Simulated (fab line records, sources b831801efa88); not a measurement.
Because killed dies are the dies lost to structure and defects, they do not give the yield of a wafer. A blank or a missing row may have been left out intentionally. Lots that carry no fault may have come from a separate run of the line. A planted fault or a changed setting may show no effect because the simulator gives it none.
fab line records	flow sky130
record lots=6	wafers=18	last-day=49
route steps=708 shown VT_ADJUST_LVTN@104 VT_ADJUST_NCORE@119 PAD_OPEN@708
lots that met no fault: taken from a fault-free run of the same line
start-h: hours from the record's opening day to when the first of the lot's shown wafers began	wait-h: how many hours have passed since the lot's step before this one	" same as the row above	L1.1+2: a row that stands for several wafers	- no value present, or no start provided	* or withheld: withheld	< > ~ a bound
route shown NAME@n: a module of which the file shows steps, and the number in the route of the first	usual: mean and standard deviation over wafers with no fault	same: alike in all rows	chamber/n: place in a boat	sites: the reading at each site	_std_site: standard deviation across them	_edge_site: the outer-site mean with the inner-site mean subtracted	radius-mm: for every site, how far away it sits from the centre of the wafer	mask NAME#n: copy n	behind: the most recent tool/chamber to have shaped the wafer	hold: cause of the lot's hold/its duration in hours/its outcome	device: names the non-switching transistor (n, p or np)	end of line: the tests these same wafers got at the end of their route	a step without rows: its recipe alone	killed: count of dies lost to structure and defects at first sort (not the wafer's yield)	map: dies across one wafer; x = killed, . = not, _ = none there
set.NAME: the setting the step ran with; set.NAME@STEP: the setting that earlier step ran with	model.NAME: the simulator's own value behind a step, which no gauge read
lots seen at some steps along the route; tables by step, rows by wafer
services: when a tool's chamber went out of use (start-h, in hours from the record's first day, below 0 if earlier), for how many hours, and the reason
## steps
# step SKY_VT_ADJUST_LVTN_OVL_MEAS_07
# usual VT_ADJUST_LVTN_OVL=0.8/1.3
lot.wafer	tool	chamber	start-h	wait-h	VT_ADJUST_LVTN_OVL[nm]
L800.2	overlay-02	-	157.85	-	2.5
L800.3	"	-	"	"	0.8
L800.6	"	-	"	"	1.1
L802.2	overlay-01	-	166.24	-	-0.4
L802.5	"	-	"	"	-0.4
L802.6	"	-	"	"	1.9
L807.3	overlay-02	-	197.79	-	1.7
L807.4	"	-	"	"	1.4
L807.5	"	-	"	"	0.7
L811.3	overlay-01	-	221.89	-	-0.2
L811.4	"	-	"	"	-1.2
L811.6	"	-	"	"	-0.9
L817.1	overlay-02	-	274.60	-	1.0
L817.2	"	-	"	"	2.1
L817.4	"	-	"	"	1.8
L818.2	overlay-01	-	278.80	-	0.7
L818.3	"	-	"	"	1.1
L818.4	"	-	"	"	-0.3
# step SKY_VT_ADJUST_LVTN_IMPLANT_08
# recipe species=B	energy-kev=30	dose-cm2=1.57e+12	tilt-deg=withheld
# step SKY_VT_ADJUST_LVTN_STRIP_09
# recipe chemistry=O2/N2	power-w=1400	pressure-mtorr=1500	platen-temp-c=withheld	o2-flow-sccm=3000	n2-flow-sccm=300	overash-fraction=0.5
# usual chamber-pressure-mTorr=1500.0/1.4	drypump-motor-current-A=5.71/0.3	o2-flow-sccm=3001/9.3	oes-product-au=0.722/0.0046	strip-time-to-endpoint-s=36.87/0.085
lot.wafer	tool	chamber	start-h	wait-h	chamber-pressure-mTorr	drypump-motor-current-A	o2-flow-sccm	oes-product-au	rf-hours-counter-h	strip-time-to-endpoint-s
L800.2	plasma-asher-04	0	158.03	0.1	1502.5	6.09	2996	0.718	3	36.85
L800.3	"	1	"	"	1500.9	5.72	3013	0.725	-	36.91
L800.6	"	0	"	"	1500.4	6.09	2985	0.727	-	36.91
L802.2	plasma-asher-02	1	166.42	0.1	1499.1	5.74	3002	0.722	34	36.85
L802.5	"	0	"	"	1498.6	5.34	3003	0.715	-	36.73
L802.6	"	1	"	"	1500.3	5.73	2991	0.720	-	36.74
L807.3	plasma-asher-04	0	198.00	0.1	1500.4	6.09	2988	0.730	-	36.98
L807.4	"	1	"	"	1498.9	5.67	3006	0.726	-	37.00
L807.5	"	0	"	"	1498.7	6.11	3015	0.723	-	37.01
L811.3	plasma-asher-02	0	222.10	0.1	1498.4	5.36	3002	0.723	-	36.70
L811.4	"	1	"	"	1501.9	5.75	3006	0.726	-	36.81
L811.6	"	1	"	"	1498.4	5.72	3008	0.725	-	36.68
L817.1	plasma-asher-04	0	274.78	0.1	1500.2	6.12	2993	0.721	15	36.96
L817.2	"	1	"	"	1500.6	5.73	3000	0.718	15	36.74
L817.4	"	0	"	"	1499.4	6.12	3009	0.717	-	36.97
L818.2	plasma-asher-03	0	278.98	0.1	1500.9	5.20	3006	0.720	60	36.87
L818.3	"	0	"	"	1503.0	5.20	3000	0.723	-	36.92
L818.4	"	1	"	"	1503.6	5.91	3012	0.722	-	36.92
# step SKY_VT_ADJUST_LVTN_TW_MEAS_10
# usual VT_ADJUST_LVTN_TW=241.3/1.7
lot.wafer	tool	chamber	start-h	wait-h	VT_ADJUST_LVTN_TW
L800.2	film-metro-02	-	158.14	0.1	242.4
L800.3	"	-	"	"	240.8
L800.6	"	-	"	"	242.5
L802.2	film-metro-03	-	166.53	0.1	239.9
L802.5	"	-	"	"	238.3
L802.6	"	-	"	"	239.7
L807.3	film-metro-02	-	198.09	0.1	242.2
L807.4	"	-	"	"	243.0
L807.5	"	-	"	"	245.0
L811.3	film-metro-03	-	222.18	0.1	239.8
L811.4	"	-	"	"	240.5
L811.6	"	-	"	"	240.3
L817.1	film-metro-02	-	274.88	0.1	240.5
L817.2	"	-	"	"	244.1
L817.4	"	-	"	"	241.7
L818.2	film-metro-03	-	279.09	0.1	241.4
L818.3	"	-	"	"	241.6
L818.4	"	-	"	"	242.3
# step SKY_VT_ADJUST_LVTN_DEHYDRATE_11
# recipe temp-c=200	time-s=60
# step SKY_VT_ADJUST_LVTN_HMDS_12
# recipe prime-time-s=60	prime-temp-c=120
# step SKY_VT_ADJUST_LVTN_COAT_13
# recipe resist=NOVOLAK	spin-rpm=3000	resist-thk-nm=1140
# step SKY_VT_ADJUST_LVTN_SOFTBAKE_14
# recipe temp-c=90	time-s=60	resist=NOVOLAK
# step SKY_VT_ADJUST_LVTN_EXPOSE_15
# recipe mask-id=HVN_STD_DERIVED	na=0.6	source-shape=conventional	sigma-outer=0.6	polarization=unpolarized	target-cd-nm=600	dose-mj=163
# step SKY_VT_ADJUST_LVTN_PEB_16
# recipe temp-c=withheld	time-s=*	resist=NOVOLAK
# step SKY_VT_ADJUST_LVTN_DEVELOP_17
# recipe resist=NOVOLAK	developer=TMAH	develop-time-s=60	dev-temp-c=23
# step SKY_VT_ADJUST_LVTN_OVL_MEAS_18
# usual VT_ADJUST_LVTN_01_OVL=0.4/1.4
lot.wafer	tool	chamber	start-h	wait-h	VT_ADJUST_LVTN_01_OVL[nm]
L800.2	overlay-02	-	178.01	0.1	2.6
L800.3	"	-	"	"	2.8
L800.6	"	-	"	"	2.1
L802.2	overlay-01	-	186.55	0.1	-1.1
L802.5	"	-	"	"	0.0
L802.6	"	-	"	"	0.0
L807.3	overlay-01	-	218.58	0.1	-0.1
L807.4	"	-	"	"	1.6
L807.5	"	-	"	"	0.3
L811.3	overlay-02	-	244.91	0.1	0.5
L811.4	"	-	"	"	-1.0
L811.6	"	-	"	"	1.9
L817.1	overlay-02	-	299.69	0.1	0.8
L817.2	"	-	"	"	1.1
L817.4	"	-	"	"	-0.4
L818.2	overlay-02	-	304.08	0.1	-1.2
L818.3	"	-	"	"	-0.3
L818.4	"	-	"	"	-2.1
# step SKY_VT_ADJUST_LVTN_IMPLANT_19
# recipe species=B	energy-kev=30	dose-cm2=6.5e+11	tilt-deg=withheld
# usual faraday-current-uA=3.66/0.073
lot.wafer	tool	chamber	start-h	wait-h	faraday-current-uA
L800.2	implanter-04	0	178.06	0.0	3.60
L800.3	"	0	"	"	3.70
L800.6	"	0	"	"	3.70
L802.2	implanter-03	0	186.61	0.0	3.78
L802.5	"	0	"	"	3.64
L802.6	"	0	"	"	3.59
L807.3	implanter-01	0	218.65	0.1	3.69
L807.4	"	0	"	"	3.65
L807.5	"	0	"	"	3.62
L811.3	implanter-01	0	244.98	0.1	3.60
L811.4	"	0	"	"	3.76
L811.6	"	0	"	"	3.57
L817.1	implanter-03	0	299.73	0.0	3.70
L817.2	"	0	"	"	3.65
L817.4	"	0	"	"	3.89
L818.2	implanter-03	0	304.14	0.0	3.68
L818.3	"	0	"	"	3.58
L818.4	"	0	"	"	3.66
# step SKY_VT_ADJUST_LVTN_STRIP_20
# recipe chemistry=O2/N2	power-w=1400	pressure-mtorr=1500	platen-temp-c=withheld	o2-flow-sccm=3000	n2-flow-sccm=300	overash-fraction=0.5
# usual chamber-pressure-mTorr=1499.8/1.4	drypump-motor-current-A=5.7/0.32	o2-flow-sccm=3001/8.1	oes-product-au=0.715/0.0042	strip-time-to-endpoint-s=14.18/0.032
lot.wafer	tool	chamber	start-h	wait-h	chamber-pressure-mTorr	drypump-motor-current-A	o2-flow-sccm	oes-product-au	rf-hours-counter-h	strip-time-to-endpoint-s
L800.2	plasma-asher-02	0	178.19	0.1	1502.7	5.4	2997	0.713	35	14.15
L800.3	"	1	"	"	1501.2	5.7	2994	0.708	-	14.15
L800.6	"	0	"	"	1498.8	5.4	2997	0.719	-	14.21
L802.2	plasma-asher-03	1	186.73	0.1	1500.5	5.9	3010	0.718	52	14.18
L802.5	"	0	"	"	1503.4	5.2	2990	0.716	-	14.20
L802.6	"	1	"	"	1497.9	5.9	3006	0.722	-	14.16
L807.3	plasma-asher-04	0	218.78	0.1	1498.4	6.1	3020	0.711	-	14.10
L807.4	"	1	"	"	1500.5	5.7	3014	0.712	-	14.17
L807.5	"	0	"	"	1500.3	6.1	3009	0.718	-	14.14
L811.3	plasma-asher-04	1	245.12	0.1	1499.8	5.7	2993	0.712	-	14.18
L811.4	"	0	"	"	1498.4	6.1	3003	0.713	-	14.19
L811.6	"	0	"	"	1500.6	6.1	3006	0.717	-	14.17
L817.1	plasma-asher-03	1	299.88	0.1	1499.4	5.9	3007	0.718	62	14.18
L817.2	"	0	"	"	1499.2	5.2	2994	0.719	62	14.16
L817.4	"	0	"	"	1499.8	5.2	2990	0.719	-	14.19
L818.2	plasma-asher-04	1	304.26	0.1	1502.0	5.7	3006	0.720	18	14.22
L818.3	"	0	"	"	1499.1	6.1	2999	0.712	-	14.20
L818.4	"	1	"	"	1498.1	5.7	2988	0.722	-	14.20
# step SKY_VT_ADJUST_LVTN_TW_MEAS_21
# usual VT_ADJUST_LVTN_2_TW=187.9/1.2
lot.wafer	tool	chamber	start-h	wait-h	VT_ADJUST_LVTN_2_TW
L800.2	film-metro-02	-	178.30	0.1	189.1
L800.3	"	-	"	"	190.8
L800.6	"	-	"	"	189.4
L802.2	film-metro-03	-	186.84	0.1	187.5
L802.5	"	-	"	"	186.1
L802.6	"	-	"	"	186.9
L807.3	film-metro-02	-	218.87	0.1	188.5
L807.4	"	-	"	"	188.7
L807.5	"	-	"	"	189.4
L811.3	film-metro-03	-	245.20	0.1	188.7
L811.4	"	-	"	"	187.5
L811.6	"	-	"	"	186.5
L817.1	film-metro-02	-	299.98	0.1	187.5
L817.2	"	-	"	"	180.1
L817.4	"	-	"	"	179.2
L818.2	film-metro-03	-	304.37	0.1	179.8
L818.3	"	-	"	"	187.8
L818.4	"	-	"	"	180.5
# step SKY_VT_ADJUST_NCORE_DEHYDRATE_00
# recipe temp-c=200	time-s=60
# step SKY_PAD_OPEN_PROBE_99
# usual killed_at_M0_to_M3=45/6.6	killed_at_M4_up=3.1/1.6	killed-at-contacts=24/5	killed-at-front-end=14/4.4	killed-at-other=0.3/0.58	killed-dies=87/9.2	killed-open=47/6.7	killed-short=40/6.4
# same gross-dies=492	killed-at-back-side=0
lot.wafer	tool	chamber	start-h	wait-h	killed_at_M0_to_M3	killed_at_M4_up	killed-at-contacts	killed-at-front-end	killed-at-other	killed-dies	killed-open	killed-short	model.etest.res-pwell-under-gate.rs-ohm-sq	model.etest.res-pwell-under-gate.rs-ohm-sq-range	model.etest.nfet-g5v0d10v5.body-rise-v	model.etest.nfet_16v.body-rise-v	model.etest.nfet-g5v0d10v5.vt-sat-v	model.etest.nfet-g5v0d10v5.vt-v	model.etest.nfet-g5v0d10v5.vt-v-range
L800.2	prober-01	-	1088.17	0.1	29	4	19	13	1	66	36	30	2295	51.97	0.6792	0.67	0.7786	0.8406	0.0111
L800.3	prober-01	-	1088.22	0.2	54	3	21	14	1	93	45	48	2313	73.66	0.6857	0.6773	0.7614	0.8238	0.01938
L800.6	prober-01	-	1088.37	0.2	30	3	19	18	0	70	39	31	2305	81.6	0.6888	0.679	0.7683	0.8314	0.0141
L802.2	prober-01	-	1107.21	0.1	41	1	20	17	0	79	45	34	2281	45.8	0.6699	0.6609	0.7564	0.8106	0.008714
L802.5	prober-01	-	1107.36	0.2	47	2	21	17	0	87	47	40	2285	52.79	0.6691	0.6607	0.7592	0.8126	0.01765
L802.6	prober-01	-	1107.41	0.2	43	3	24	17	0	87	44	43	2286	56.72	0.6699	0.6602	0.7651	0.8196	0.02185
L807.3	prober-02	-	1126.25	0.2	43	3	16	19	0	81	46	35	2291	56.46	0.6769	0.6689	0.761	0.8165	0.0134
L807.4	prober-02	-	1126.30	0.2	51	3	15	11	0	80	42	38	2294	68.33	0.6723	0.6653	0.7592	0.8148	0.01291
L807.5	prober-02	-	1126.35	0.2	43	3	23	25	0	94	50	44	2286	50.21	0.6847	0.6734	0.7605	0.8177	0.01906
L811.3	prober-02	-	1146.23	0.2	46	4	25	8	0	83	40	43	2286	63.21	0.6797	0.6722	0.7584	0.8134	0.01544
L811.4	prober-02	-	1146.28	0.2	55	2	20	13	0	90	49	41	2293	71.03	0.6741	0.665	0.7617	0.8157	0.01207
L811.6	prober-02	-	1146.38	0.2	44	3	19	16	0	82	40	42	2286	59.83	0.6647	0.6552	0.7484	0.803	0.01104
L818.2	prober-02	-	1184.95	0.1	51	1	29	16	0	97	58	39	2329	80.39	0.6415	0.6339	0.7402	0.8047	0.03202
L818.3	prober-02	-	1185.00	0.2	49	4	22	15	0	90	60	30	2293	43.74	0.6555	0.6459	0.7601	0.8159	0.01714
L818.4	prober-02	-	1185.05	0.2	47	2	20	21	0	90	46	44	2335	58.11	0.6369	0.6264	0.7422	0.8041	0.02575
L817.1	prober-01	-	1187.64	0.1	49	1	29	18	0	97	58	39	2299	22.48	0.6877	0.6793	0.769	0.8271	0.009537
L817.2	prober-01	-	1187.69	0.1	36	5	20	17	0	78	49	29	2347	39.93	0.6566	0.647	0.7449	0.8053	0.03086
L817.4	prober-01	-	1187.79	0.2	50	4	30	14	0	98	60	38	2340	76.94	0.6664	0.6578	0.7525	0.8117	0.02318
# killed by level:class
L800.2 LI_CONTACT:geometric-particle:open=7 METAL2:geometric-particle:short=5 LOCAL_INTERCONNECT:geometric-particle:short=4 CONTACT:geometric-particle:open=4 VIA3:geometric-particle:open=4 FIELD_ISO:geometric-particle:open=3 POLY_GATE:geometric-particle:open=3 VIA1:geometric-particle:open=3
L800.3 METAL1:geometric-particle:short=9 CONTACT:geometric-particle:open=8 VIA2:geometric-particle:open=8 LOCAL_INTERCONNECT:geometric-particle:short=7 VIA3:geometric-particle:open=7 VIA1:geometric-particle:open=6 METAL2:geometric-particle:short=6 METAL2:geometric-particle:open=5
L800.6 LI_CONTACT:geometric-particle:open=8 VIA1:geometric-particle:open=8 FIELD_ISO:geometric-particle:short=6 VIA2:geometric-particle:open=6 METAL2:geometric-particle:short=5 CONTACT:geometric-particle:open=5 FIELD_ISO:geometric-particle:open=4 POLY_GATE:geometric-particle:short=4
L802.2 LI_CONTACT:geometric-particle:open=9 VIA1:geometric-particle:open=9 FIELD_ISO:geometric-particle:short=7 VIA2:geometric-particle:open=7 VIA1:geometric-particle:short=5 VIA3:geometric-particle:short=5 FIELD_ISO:geometric-particle:open=4 CONTACT:geometric-particle:open=4
L802.5 VIA1:geometric-particle:short=11 VIA1:geometric-particle:open=9 VIA3:geometric-particle:open=8 CONTACT:geometric-particle:open=8 POLY_GATE:geometric-particle:short=6 LI_CONTACT:geometric-particle:open=5 METAL2:geometric-particle:short=5 LOCAL_INTERCONNECT:geometric-particle:open=4
L802.6 VIA1:geometric-particle:open=10 VIA1:geometric-particle:short=8 LI_CONTACT:geometric-particle:open=7 CONTACT:geometric-particle:open=6 VIA2:geometric-particle:open=5 VIA3:geometric-particle:short=5 POLY_GATE:geometric-particle:open=4 LOCAL_INTERCONNECT:geometric-particle:short=4
L807.3 METAL2:geometric-particle:short=10 METAL1:geometric-particle:short=9 VIA1:geometric-particle:open=9 CONTACT:geometric-particle:open=7 VIA2:geometric-particle:open=7 POLY_GATE:geometric-particle:short=5 LI_CONTACT:geometric-particle:open=5 VIA3:geometric-particle:open=5
L807.4 VIA1:geometric-particle:open=16 METAL1:geometric-particle:short=9 CONTACT:geometric-particle:open=7 VIA2:geometric-particle:open=6 FIELD_ISO:geometric-particle:short=5 VIA1:geometric-particle:short=5 METAL2:geometric-particle:short=5 VIA2:geometric-particle:short=3
L807.5 CONTACT:geometric-particle:open=13 POLY_GATE:geometric-particle:short=9 VIA2:geometric-particle:open=9 VIA1:geometric-particle:open=7 METAL2:geometric-particle:short=7 POLY_GATE:geometric-particle:open=6 METAL1:geometric-particle:short=6 VIA3:geometric-particle:open=6
L811.3 VIA1:geometric-particle:open=13 CONTACT:geometric-particle:open=7 LI_CONTACT:geometric-particle:open=6 LOCAL_INTERCONNECT:geometric-particle:short=6 METAL1:geometric-particle:short=6 VIA3:geometric-particle:open=5 VIA1:geometric-particle:short=5 VIA2:geometric-particle:open=5
L811.4 CONTACT:geometric-particle:open=11 VIA2:geometric-particle:open=10 VIA3:geometric-particle:open=9 VIA1:geometric-particle:open=7 METAL3:geometric-particle:short=6 VIA1:geometric-particle:short=5 METAL2:geometric-particle:short=5 FIELD_ISO:geometric-particle:open=4
L811.6 CONTACT:geometric-particle:open=9 METAL2:geometric-particle:short=8 VIA3:geometric-particle:open=7 FIELD_ISO:geometric-particle:open=6 METAL1:geometric-particle:short=6 VIA2:geometric-particle:open=5 VIA1:geometric-particle:short=4 POLY_GATE:geometric-particle:short=4
L818.2 VIA1:geometric-particle:open=16 CONTACT:geometric-particle:open=9 LI_CONTACT:geometric-particle:open=8 VIA2:geometric-particle:open=8 LOCAL_INTERCONNECT:geometric-particle:short=7 METAL2:geometric-particle:short=6 POLY_GATE:geometric-particle:open=6 VIA3:geometric-particle:open=6
L818.3 VIA1:geometric-particle:open=15 VIA3:geometric-particle:open=8 CONTACT:geometric-particle:open=8 LI_CONTACT:geometric-particle:open=7 VIA2:geometric-particle:open=7 FIELD_ISO:geometric-particle:open=5 FIELD_ISO:geometric-particle:short=4 CONTACT:geometric-particle:short=4
L818.4 VIA3:geometric-particle:open=11 LI_CONTACT:geometric-particle:open=8 METAL1:geometric-particle:short=8 METAL2:geometric-particle:short=7 VIA1:geometric-particle:open=6 FIELD_ISO:geometric-particle:open=5 POLY_GATE:geometric-particle:short=5 FIELD_ISO:geometric-particle:short=4
L817.1 VIA1:geometric-particle:open=16 LI_CONTACT:geometric-particle:open=13 VIA2:geometric-particle:open=10 CONTACT:geometric-particle:open=7 FIELD_ISO:geometric-particle:short=6 VIA1:geometric-particle:short=6 POLY_GATE:geometric-particle:open=5 METAL1:geometric-particle:short=5
L817.2 VIA1:geometric-particle:open=15 LI_CONTACT:geometric-particle:open=8 CONTACT:geometric-particle:open=6 METAL1:geometric-particle:short=5 VIA2:geometric-particle:open=5 FIELD_ISO:geometric-particle:short=4 FIELD_ISO:geometric-particle:open=4 POLY_GATE:geometric-particle:short=4
L817.4 VIA2:geometric-particle:open=14 LI_CONTACT:geometric-particle:open=10 CONTACT:geometric-particle:open=10 VIA1:geometric-particle:open=8 METAL1:geometric-particle:short=6 VIA3:geometric-particle:open=6 METAL3:geometric-particle:short=5 FIELD_ISO:geometric-particle:open=4
## services
tool	chamber	start-h	hours	kind
implanter-04	-	138.54	4.5	pm
implanter-01	-	143.30	56.3	repair
plasma-asher-02	-	157.88	2.9	repair
plasma-asher-03	-	207.66	15.6	pm
implanter-04	-	214.62	4.5	repair
implanter-01	-	228.37	2.1	repair
implanter-01	-	249.40	2.1	repair
implanter-03	-	259.18	1.1	repair
implanter-01	-	274.72	5.3	pm
implanter-04	-	281.28	1.7	repair
implanter-03	-	295.41	3.6	repair
implanter-01	-	299.72	2.3	repair
## key
first-sign step=SKY_VT_ADJUST_LVTN_TW_MEAS_21	reading=VT_ADJUST_LVTN_2_TW	direction=down	sigmas=6.6	usual=187.9	struck=179.9
effect none on later readings
model-effect step=SKY_PAD_OPEN_PROBE_99	value=etest.res-pwell-under-gate.rs-ohm-sq	without=2305	struck=2338
met-at SKY_VT_ADJUST_LVTN_IMPLANT_19
struck-wafers L817.2,L817.4,L818.2,L818.4
tester-left-out L817,L818
onset-between 186.61 299.73
fault kind=process-parameter-drift	tool=implanter-03	chamber=-	onset-h=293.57	steps=SKY_VT_ADJUST_LVTN_IMPLANT_19	channel=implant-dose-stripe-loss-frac	offset=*	shape=step	end-h=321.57	scope=struck-wafers-only
# tester-left-out: of these lots the tester's yield and bins aren't shown, on N5 and GAA mostly nor the transistor test; their killed dies are dies lost to structure and defects alone, not to doping, threshold or leakage, so they don't give the yield
